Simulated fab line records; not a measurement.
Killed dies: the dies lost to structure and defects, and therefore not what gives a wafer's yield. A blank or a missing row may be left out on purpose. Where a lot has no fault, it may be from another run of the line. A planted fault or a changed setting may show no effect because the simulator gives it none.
Comparing a struck lot with a sound one | flow sky130 | 22 steps out of a route of 708
Sound: these wafers, L718.1, L718.3, L718.6. Wafers L725.2, L725.4, L725.5 were the ones struck. The cause comes at the end.
Order at every step that has rows: each side's tool, ch and its chambers, its first start. Under that, the readings that differ: sound wafers | struck wafers | difference of the means | sigmas: that difference in standard deviations of wafers without a fault.
alike: readings with means less than 2 such deviations apart, plus words and numbers identical on both sides. not compared: withheld readings, readings lacking a value on some wafer, bounds such as >300 that could conceal the same value, and numbers that have no deviation in the record and whose values overlap.
The two part at a step that has a row with sigmas, a row that says differs or no value, or rows on one side only. Numbers that don't overlap but have no deviation are shown without sigmas and don't part them. A reading that every wafer of one side lacks parts them only if that side has two wafers or more.

SKY_SD_N_RTA_14: time 2 s.
  sound on rtp anneal-01 ch 0, day 32 08:47; struck on rtp anneal-02 ch 0, day 34 09:12
  alike: lamp power pct, ramp up c per s, wafer_temp_C_max
SKY_SD_N_RS_MEAS_16: uses a four-point probe to measure.
  sound on film metro-01 at day 32 08:57; struck on film metro-01 at day 34 09:23
  alike: SD_N_RS
SKY_SD_N_RS_MEAS_17: uses a four-point probe to measure.
  sound on film metro-01 at day 32 09:04; struck on film metro-01 at day 34 09:30
  alike: SD_P_RS
SKY_SD_N_RS_MEAS_18: uses a four-point probe to measure.
  sound on film metro-01 at day 32 09:11; struck on film metro-01 at day 34 09:37
  alike: RES_XHIGH_RS
then, 2 steps without rows for these wafers: SKY_SALICIDE_CLEAN_00 (cleans in HF-last, time 30 s); SKY_LI_CONTACT_HDPCVD_00 (deposits PSG, target thk 930 nm, time 155 s).
SKY_LI_CONTACT_THK_MEAS_01:
  sound on film metro-04 at day 32 09:27; struck on film metro-01 at day 34 09:51
  alike: LI_CONTACT_HDPCVD_THK
SKY_LI_CONTACT_CMP_02: polishes PSG.
  sound on cmp-01 ch 0,1, day 32 09:31; struck on cmp-02 ch 0,1,2, day 34 09:54
  alike: motor current A, time to endpoint s
SKY_LI_CONTACT_BOW_MEAS_03:
  sound on film metro-01 at day 32 09:49; struck on film metro-02 at day 34 10:13
  alike: LI_CONTACT_BOW
then, 2 steps without rows for these wafers: SKY_LI_CONTACT_DEHYDRATE_04 (time 60 s); SKY_LI_CONTACT_HMDS_05 (prime time 60 s).
SKY_LI_CONTACT_COAT_06: resist thk 60 nm.
  sound on litho track-01 ch 0, day 32 23:19; struck on litho track-01 ch 0, day 34 22:35
then, 5 steps without rows for these wafers: SKY_LI_CONTACT_COAT_07 (resist thk 450 nm); SKY_LI_CONTACT_SOFTBAKE_08 (time 90 s); SKY_LI_CONTACT_EXPOSE_09 (exposes mask LICM1, target cd 170 nm); SKY_LI_CONTACT_PEB_10; SKY_LI_CONTACT_DEVELOP_11 (develop time 60 s).
SKY_LI_CONTACT_CD_MEAS_12: the cd target is 170 nm.
  sound on cd sem-02 at day 33 13:10; struck on cd sem-01 at day 35 12:51
  alike: cd nm
SKY_LI_CONTACT_OVL_MEAS_13:
  sound on overlay-01 at day 33 13:17; struck on overlay-01 at day 35 12:57
  alike: LI_CONTACT_OVL
SKY_LI_CONTACT_ETCH_14: etches BARC in N2/H2, stops on SiO2, time 45.9 s, target depth 60 nm.
  sound on rie diel-03 ch 1,2, day 33 13:20; struck on rie diel-03 ch 2,3, day 35 12:59
  reading                  | sound             | struck            | difference | sigmas
  oes product au (a.u.)    | 0.859 0.861 0.862 | 0.803 0.803 0.803 | -0.058     | -12
  model.etch.depth nm (nm) | 60.22 60.28 60.12 | 53.55 53.69 53.63 | -6.58      |
  alike: drypump motor current A, h2 flow sccm, n2 flow sccm, throttle valve pct
  not compared: rf hours counter h
SKY_LI_CONTACT_ETCH_15: etches PSG in C4F8/O2/Ar, stops on Si, target depth 600 nm.
  sound on rie diel-03 ch 1,2, day 33 13:22; struck on rie diel-03 ch 2,3, day 35 13:01
  alike: oes product au
SKY_PAD_OPEN_PROBE_99:
  the record has rows for the sound wafers here (prober-02, day 49 00:11) and none for the struck ones

WHERE THEY PART
First at SKY_LI_CONTACT_ETCH_14; last, within this record, at SKY_PAD_OPEN_PROBE_99.

WHY: the cause the simulator had injected
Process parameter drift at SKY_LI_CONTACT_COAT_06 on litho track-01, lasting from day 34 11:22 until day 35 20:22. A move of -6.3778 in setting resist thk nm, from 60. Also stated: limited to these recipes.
